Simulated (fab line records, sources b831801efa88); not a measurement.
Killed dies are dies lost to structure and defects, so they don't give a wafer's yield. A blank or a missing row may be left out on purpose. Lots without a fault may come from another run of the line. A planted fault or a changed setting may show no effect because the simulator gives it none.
Chamber matching | flow sfq_line | SFQ_TRILAYER_I4_CMP_CMP_100 on cmp-01: 4 sister chambers
The step polishes SiO2. 18 wafers are shown with their chamber, then 9 later ones without.

WAFERS WITH THEIR CHAMBER
wafer  | chamber | motor_current_A (A) | time_to_endpoint_s (s)
L787.2 | 3       | 10.9                | 219
L787.3 | 2       | 10.1                | 207
L787.4 | 1       | 9.9                 | 216
L789.1 | 1       | 9.9                 | 197
L789.2 | 0       | 9.2                 | 214
L789.3 | 3       | 9.9                 | 214
L790.1 | 1       | 10.0                | 214
L790.5 | 0       | 9.1                 | 227
L790.6 | 1       | 10.0                | 219
L792.2 | 1       | 10.0                | 207
L792.4 | 0       | 8.6                 | 224
L792.5 | 2       | 9.9                 | 216
L793.1 | 1       | 9.8                 | 203
L793.5 | 3       | 11.2                | 218
L793.6 | 0       | 9.1                 | 224
L795.2 | 0       | 8.4                 | 216
L795.3 | 3       | 9.9                 | 220
L795.6 | 2       | 9.4                 | 212

SIGNATURES (means of the wafers above)
reading            | chamber 0 | chamber 1 | chamber 2 | chamber 3 | scatter within a chamber
motor_current_A    | 8.880     | 9.933     | 9.800     | 10.475    | 0.394
time_to_endpoint_s | 221.00    | 209.33    | 211.67    | 217.75    | 6.25
Rule: a wafer's distance from a chamber is the root of the sum, over the readings, of the square of ((its reading less the chamber's mean) divided by the reading's scatter). The wafer belongs to the nearest chamber; if the next one is less than 2 further off, it can't be placed. The scatter: the root of (the sum of the squares of (reading less its chamber's mean) over the shown wafers, divided by (wafers less chambers)).

WAFERS WITHOUT THEIR CHAMBER
wafer  | motor_current_A (A) | time_to_endpoint_s (s)
L800.3 | 8.7                 | 217
L800.2 | 10.1                | 196
L800.4 | 10.8                | 214
L801.2 | 9.9                 | 204
L801.5 | 10.0                | 208
L801.6 | 8.7                 | 221
L809.2 | 11.0                | 219
L809.4 | 8.4                 | 236
L809.5 | 9.6                 | 219

WHICH CHAMBER EACH WENT THROUGH
wafer  | from the rows above               | in truth
L800.3 | 0                                 | 0
L800.2 | can't be placed: 1 or 2 or 3      | 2
L800.4 | can't be placed: 3 or 1 or 2      | 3
L801.2 | can't be placed: 1 or 2 or 3      | 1
L801.5 | can't be placed: 1 or 2 or 3      | 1
L801.6 | 0                                 | 0
L809.2 | can't be placed: 3 or 1 or 2      | 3
L809.4 | 0                                 | 0
L809.5 | can't be placed: 2 or 1 or 0 or 3 | 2
Placed correctly: 3 of 9. Can't be placed from these rows: 6 (the true chamber is among the candidates in 6). Placed wrongly: 0.
